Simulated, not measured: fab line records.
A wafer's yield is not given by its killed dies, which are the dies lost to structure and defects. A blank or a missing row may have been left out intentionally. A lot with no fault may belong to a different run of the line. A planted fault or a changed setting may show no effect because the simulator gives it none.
8D (eight disciplines) problem report, filled in by code :: flow sky130 :: the parts of the form that need people (team, actions taken, sign-off) are left out

1. THE ISSUE
VIA4_W_RS at SKY_VIA4_RS_MEAS_19 reads a mean of 0.166 ohm/sq on 1 wafer of 1 lot; wafers without a fault read 0.226 ohm/sq with a standard deviation of 0.0031. That is -19 standard deviations from the usual mean.
The step: measures by four-point-probe.
Earliest sighting: wafer L320.6 on film metro-03 at day 48 10:43. The record has a number at this step for 26 wafers belonging to 9 lots. Rule for "out" (also "out of limits"): further than 4 standard deviations from the usual mean. The rest of the wafers with a number are treated as sound.

2. WHAT IT IS, AND WHAT IT ISN'T
question: which readings at this step
is: VIA4_W_RS
is not: -

question: which lots
is: L320
is not: L301, L302, L303, L304, L306, L308, L309, L311

question: which wafers of those lots
is: L320.6
is not: L320.3

question: read on which gauges
is: film metro-03
is not: film metro-01, film metro-04

question: when
is: from day 48 10:43
is not: up to then (25 sound wafers)

3. WHAT RULES OUT EACH SUSPECT
Counting: any tool at a process step up to the reading remains a suspect provided it ran every lot that is out. Sound lots after the first of them don't rule it out here, since some wafers of a struck lot are sound.
- the gauge at SKY_VIA4_RS_MEAS_19: ruled out. All the wafers that are out were read on film metro-03, but those of them that SKY_VIA4_CMP_21 has rows for are out there too, on other tools.
- rie metal-01 at SKY_METAL4_ETCH_16 (etches BARC in N2/H2, stops on SiO2, time 88.2 s, target depth 60 nm): kept. L320, the lot that is out, went through it at day 47 12:44; up to then, the latest sound lot through it was L311 at day 45 06:49.
- cvd w-02 at SKY_VIA4_CVD_18 (deposits W, target thk 505 nm, time 152.14 s): kept. L320, the lot that is out, went through it at day 48 10:35; up to then, the latest sound lot through it was L311 at day 46 05:41.
- At SKY_VIA4_CVD_18 on cvd w-02, chamber 0 took the sound wafers of the same lots and chamber 1 took the wafers that are out.
Left after counting: rie metal-01 at SKY_METAL4_ETCH_16, cvd w-02 at SKY_VIA4_CVD_18.

4. THE CAUSE (what the simulator had put in)
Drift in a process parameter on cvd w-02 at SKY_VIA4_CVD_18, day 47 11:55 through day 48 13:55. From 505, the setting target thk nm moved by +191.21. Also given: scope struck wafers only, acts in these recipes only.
2 suspects survive the count, and this tool is in that group.

5. THE EFFECT CHAIN, in route order
Rows list readings where the struck wafers' mean (over those with a number) sits beyond 3 standard deviations from the usual. Readings are gone through only where the record gives a usual standard deviation; hours: the median, over the lots, of the time from a lot's start at the first step in this table giving one to that lot's start at this step; sigmas: the change measured in usual standard deviations.
hours: 0
step: SKY_VIA4_RS_MEAS_19
reading: VIA4_W_RS
usual: 0.226 ohm/sq
on struck wafers: 0.166
change: -0.060
sigmas: -19

hours: 11
step: SKY_VIA4_THK_MEAS_20
reading: VIA4_W_THK
usual: 514 nm
on struck wafers: 719
change: +205
sigmas: +21

hours: 18
step: SKY_VIA4_CMP_21
reading: time to endpoint s
usual: 122 s
on struck wafers: 169
change: +47
sigmas: +11
Process steps it contains:
- SKY_VIA4_CMP_21: polishes, stops on SiO2, t overpolish 25 s, target thk 0 nm.

6. WHAT WOULD HAVE CAUGHT IT SOONER
Counted from the fault's start at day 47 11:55, it took 23 hours until the first out-of-limits reading at a measuring or inspecting step in this record, taken at day 48 10:43.
An alarm limit of 4 standard deviations would not have fired on the tool readings at SKY_VIA4_CVD_18 for which the record gives a usual standard deviation, since none of them was out on any struck wafer.
The start of SKY_VIA4_CVD_18 on cvd w-02 came by day 48 10:43 for every one of the lots that are out (1). Holding the tool at that point would not have protected any of them.
